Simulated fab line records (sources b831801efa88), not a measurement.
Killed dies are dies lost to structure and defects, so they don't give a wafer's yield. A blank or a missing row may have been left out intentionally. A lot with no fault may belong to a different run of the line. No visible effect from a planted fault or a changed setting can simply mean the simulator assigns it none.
A struck lot beside a sound one ; flow sky130 ; 17 out of 708 route steps
Sound: wafers L531.3, L531.4, L531.5. Wafers struck: L546.1, L546.3, L546.4. The cause is named last.
Order at every step that has rows: each side's tool, ch and its chambers, its first start. Under that, the readings that differ: sound wafers ; struck wafers ; difference of the means ; sigmas: that difference in standard deviations of wafers without a fault.
alike: readings whose means differ by less than 2 such deviations, and words and numbers that are the same on both sides. not compared: withheld readings, readings that some wafer has no value for, bounds like >300 that may hide the same value, and numbers for which the record gives no deviation and whose values overlap.
Wherever a step has rows on one side only, a row that says differs or no value, or a row with sigmas, the two part there. When numbers do not overlap yet have no deviation, they are printed without sigmas and do not part them. A reading missing from all wafers of one side parts the sides only when that side holds two or more wafers.

first, 1 step without rows for these wafers: SKY_VT_ADJUST_NCORE_IMPLANT_09.
SKY_VT_ADJUST_NCORE_STRIP_10: strips in O2/N2.
  sound on plasma asher-02 ch 0,1, day 10 03:52; struck on plasma asher-02 ch 0,1, day 15 02:37
reading;sound;struck;difference;sigmas
strip time to endpoint s (s);14.16 14.16 14.17;14.24 14.27 14.26;+0.09;+3
  alike: drypump motor current A, n2 flow sccm, oes product au
  not compared: rf hours counter h
SKY_VT_ADJUST_NCORE_TW_MEAS_11:
  sound on film metro-01, day 10 03:56; struck on film metro-02, day 15 02:43
  alike: VT_ADJUST_NCORE_TW
then, 7 steps without rows for these wafers: SKY_VT_ADJUST_HVTR_DEHYDRATE_00 (time 60 s); SKY_VT_ADJUST_HVTR_HMDS_01 (prime time 60 s); SKY_VT_ADJUST_HVTR_COAT_02 (resist thk 1140 nm); SKY_VT_ADJUST_HVTR_SOFTBAKE_03 (time 60 s); SKY_VT_ADJUST_HVTR_EXPOSE_04 (exposes mask HVTRM, target cd 380 nm); SKY_VT_ADJUST_HVTR_PEB_05; SKY_VT_ADJUST_HVTR_DEVELOP_06 (develop time 60 s).
SKY_VT_ADJUST_HVTR_CD_MEAS_07: target cd 380 nm.
  sound on cd sem-02, day 11 02:29; struck on cd sem-01, day 16 05:42
  alike: cd nm
SKY_VT_ADJUST_HVTR_OVL_MEAS_08:
  sound on overlay-02, day 11 02:35; struck on overlay-01, day 16 05:49
  alike: VT_ADJUST_HVTR_OVL
SKY_VT_ADJUST_HVTR_IMPLANT_09:
  sound on implanter-02 ch 0, day 11 02:40; struck on implanter-03 ch 0, day 16 06:10
  alike: beam energy keV, dose ions cm2
SKY_VT_ADJUST_HVTR_STRIP_10: strips in O2/N2.
  sound on plasma asher-02 ch 0,1, day 11 02:47; struck on plasma asher-04 ch 0,1, day 16 06:19
  alike: drypump motor current A, n2 flow sccm, oes product au, strip time to endpoint s
  not compared: rf hours counter h
SKY_VT_ADJUST_HVTR_TW_MEAS_11:
  sound on film metro-04, day 11 02:53; struck on film metro-02, day 16 06:25
reading;sound;struck;difference;sigmas
VT_ADJUST_HVTR_TW;212.1 212.6 212.3;259.9 260.9 259.4;+47.7;+19
then, 1 step without rows for these wafers: SKY_VT_ADJUST_PCH_DEHYDRATE_00 (time 60 s).
-- record jumps: 35 days separate the struck wafers' starts on either side; left off in module VT_ADJUST_PCH, taken up again in module PAD_OPEN, whose first shown step is the route's number 708 --
SKY_PAD_OPEN_PROBE_99:
  sound on prober-01, day 47 01:08; struck on prober-01, day 50 20:05
reading;sound;struck;difference;sigmas
model.etest.pfet_01v8_mvt.drive ua um;149.3 148.1 146.3;199.5 198.3 200.4;+51.5;
model.etest.pfet_01v8_mvt.off log10 a um;-10.98 -11.17 -10.99;-6.226 -6.467 -6.381;+4.689;
model.etest.pfet_01v8_mvt.vt sat v (V);-0.5847 -0.5924 -0.5903;-0.08836 -0.108 -0.1006;+0.49015;
model.etest.pfet_01v8_mvt.vt v (V);-0.6672 -0.6729 -0.6706;-0.2437 -0.2595 -0.2555;+0.4173;
model.etest.pfet_01v8_mvt.vt long v (V);-0.8689 -0.875 -0.8689;-0.5115 -0.5185 -0.5226;+0.3534;
model.etest.pfet_01v8_mvt.body rise v (V);-0.1848 -0.1857 -0.1861;-0.2218 -0.219 -0.2178;-0.0340;
  alike: killed_at_M0_to_M3, killed_at_M4_up, killed at contacts, killed at front end, killed at other, killed dies, killed open, killed short

WHERE THEY PART
At SKY_VT_ADJUST_NCORE_STRIP_10 first; at SKY_VT_ADJUST_HVTR_TW_MEAS_11 last (within this record only). Later steps at which nothing parts them and some readings are alike: SKY_PAD_OPEN_PROBE_99.

WHY: whatever the simulator had introduced
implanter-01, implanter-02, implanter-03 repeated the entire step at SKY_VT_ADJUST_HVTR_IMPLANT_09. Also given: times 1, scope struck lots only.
